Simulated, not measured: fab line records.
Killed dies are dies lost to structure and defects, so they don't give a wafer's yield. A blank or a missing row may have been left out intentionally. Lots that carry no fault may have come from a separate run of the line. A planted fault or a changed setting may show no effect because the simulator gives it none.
2 desks looking at one fault ; flow sky130 ; what lay behind the numbers comes last; until then each desk has only its own

== AT THE TOOL OWNER'S DESK: pecvd-04 ==
The tool's own readings at SKY_CAPM_CVD_00 (deposits SiO2, target thk 15.5 nm): means of the sampled wafers that have a number, for each lot that ran on this tool. The brackets show how far a lot's mean lies from the usual mean; more than 4 standard deviations puts the lot out of limits, marked OUT.
Columns: A = heaterPowerW at SKY_CAPM_CVD_00, usual 747 W
lot;first seen here;A
L902;day 36 18:02;678
L905;day 37 07:07;700
L907;day 38 08:07;694
L910;day 39 11:22;695
L918;day 41 08:38;660
L923;day 42 16:06;615
L924;day 42 19:55;641
Result from this desk: across the 7 lots, nothing is out of limits.

== METROLOGY DESK ==
What the gauges read for every lot (on any tool): the sampled wafers with a number, averaged. The brackets show how far a lot's mean lies from the usual mean; more than 4 standard deviations puts the lot out of limits, marked OUT.
Columns: A = CAPM_OVL at SKY_CAPM_OVL_MEAS_12, usual -0.4 nm
lot;first seen here;A
L901;day 37 00:47;1.3
L902;day 37 20:20;0.9
L905;day 38 08:19;-1.5
L907;day 39 09:54;-1.8
L908;day 39 17:38;0.7
L910;day 40 12:35;-1.1
L912;day 40 21:46;-1.4
L914;day 41 12:17;-1.3
L917;day 42 05:39;0.2
L918;day 42 08:46;0.3
L919;day 42 20:40;-1.1
L923;day 43 15:07;-1.3
L924;day 43 19:09;-1.3
Result from this desk: across the 13 lots, nothing is out of limits.

== PUT TOGETHER ==
The tool owner's desk saw nothing out of limits.
Metrology desk: nothing out of limits seen.

== WHAT THE SIMULATOR HAD INSERTED ==
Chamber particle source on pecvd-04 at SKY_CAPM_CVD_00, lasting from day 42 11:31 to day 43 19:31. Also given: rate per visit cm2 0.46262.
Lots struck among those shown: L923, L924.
